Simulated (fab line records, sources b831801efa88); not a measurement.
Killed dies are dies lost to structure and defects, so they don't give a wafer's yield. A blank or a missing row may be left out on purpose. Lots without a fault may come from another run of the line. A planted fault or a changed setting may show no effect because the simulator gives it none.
A struck lot beside a sound one | flow sky130 | 15 steps out of a route of 708
Sound: wafers L597.2, L597.3, L597.5. Struck: wafer L610.1. (L610.4, L610.6 of the same lot were not struck and are left out.) The cause comes at the end.
At each step with rows: each side's tool, then ch and its chambers, then its first start. Under that, the readings that differ: sound wafers | struck wafers | difference of the means | sigmas: that difference in standard deviations of wafers without a fault.
alike: readings whose means differ by less than 2 such deviations, and words and numbers that are the same on both sides. not compared: withheld readings, readings that some wafer has no value for, bounds like >300 that may hide the same value, and numbers for which the record gives no deviation and whose values overlap.
The two part at a step that has a row with sigmas, a row that says differs or no value, or rows on one side only. Numbers that don't overlap but have no deviation are shown without sigmas and don't part them. A reading that every wafer of one side lacks parts them only if that side has two wafers or more.

first, 7 steps without rows for these wafers: SKY_METAL2_HMDS_08 (prime time 60 s); SKY_METAL2_COAT_09 (resist thk 60 nm); SKY_METAL2_COAT_10 (resist thk 450 nm); SKY_METAL2_SOFTBAKE_11 (time 90 s); SKY_METAL2_EXPOSE_12 (exposes mask MM2, target cd 140 nm); SKY_METAL2_PEB_13; SKY_METAL2_DEVELOP_14 (develop time 60 s).
SKY_METAL2_CD_MEAS_15: target cd 140 nm.
  sound on cd_sem-01, day 36 13:03; struck on cd_sem-02, day 40 15:14
  alike: cd_nm
SKY_METAL2_OVL_MEAS_16:
  sound on overlay-02, day 36 13:09; struck on overlay-01, day 40 15:22
  alike: METAL2_OVL
SKY_METAL2_DESCUM_17: chemistry O2, time 8 s.
  sound on rie_metal-03 ch 0,1, day 36 13:11; struck on rie_metal-04 ch 1, day 40 15:23
  alike: drypump_motor_current_A, oes_product_au
  not compared: rf_hours_counter_h
SKY_METAL2_ETCH_18: etches BARC in N2/H2, stops on SiO2, time 45.9 s, target depth 60 nm.
  sound on rie_metal-03 ch 0,1, day 36 13:13; struck on rie_metal-04 ch 1, day 40 15:25
  alike: drypump_motor_current_A, h2_flow_sccm, oes_product_au, throttle_valve_pct
  not compared: rf_hours_counter_h
SKY_METAL2_METAL_ETCH_19: etches the open film in Cl2/BCl3, stops on SiO2, target depth 360 nm, time 78 s.
  sound on rie_metal-03 ch 0,1, day 36 13:17; struck on rie_metal-04 ch 1, day 40 15:29
  reading                | sound                | struck | difference | sigmas
  throttle_valve_pct (%) | 22.279 22.265 22.254 | 22.285 | +0.019     | +2
  alike: drypump_motor_current_A, oes_product_au
  not compared: rf_hours_counter_h
SKY_METAL2_STRIP_20: strips in O2/N2.
  sound on plasma_asher-04 ch 0,1, day 36 13:22; struck on plasma_asher-04 ch 0, day 40 15:35
  reading          | sound       | struck | difference | sigmas
  overash_fraction | 0.5 0.5 0.5 | 0.7    | +0.2       |
  alike: drypump_motor_current_A, oes_product_au, strip_time_to_endpoint_s
  not compared: rf_hours_counter_h
then, 1 step without rows for these wafers: SKY_METAL2_STRIP_21 (strips in post etch residue remover, time 1200 s).
-- the record jumps here: 9 days lie between the struck wafers' starts before and after (it left off in module METAL2 and takes up again in module PAD_OPEN, whose first step shown is number 708 of the route) --
SKY_PAD_OPEN_PROBE_99:
  the record has rows for the struck wafers here (prober-02, day 50 01:04) and none for the sound ones

WHERE THEY PART
First at SKY_METAL2_METAL_ETCH_19; last, within this record, at SKY_PAD_OPEN_PROBE_99.

WHY: what the simulator had put in
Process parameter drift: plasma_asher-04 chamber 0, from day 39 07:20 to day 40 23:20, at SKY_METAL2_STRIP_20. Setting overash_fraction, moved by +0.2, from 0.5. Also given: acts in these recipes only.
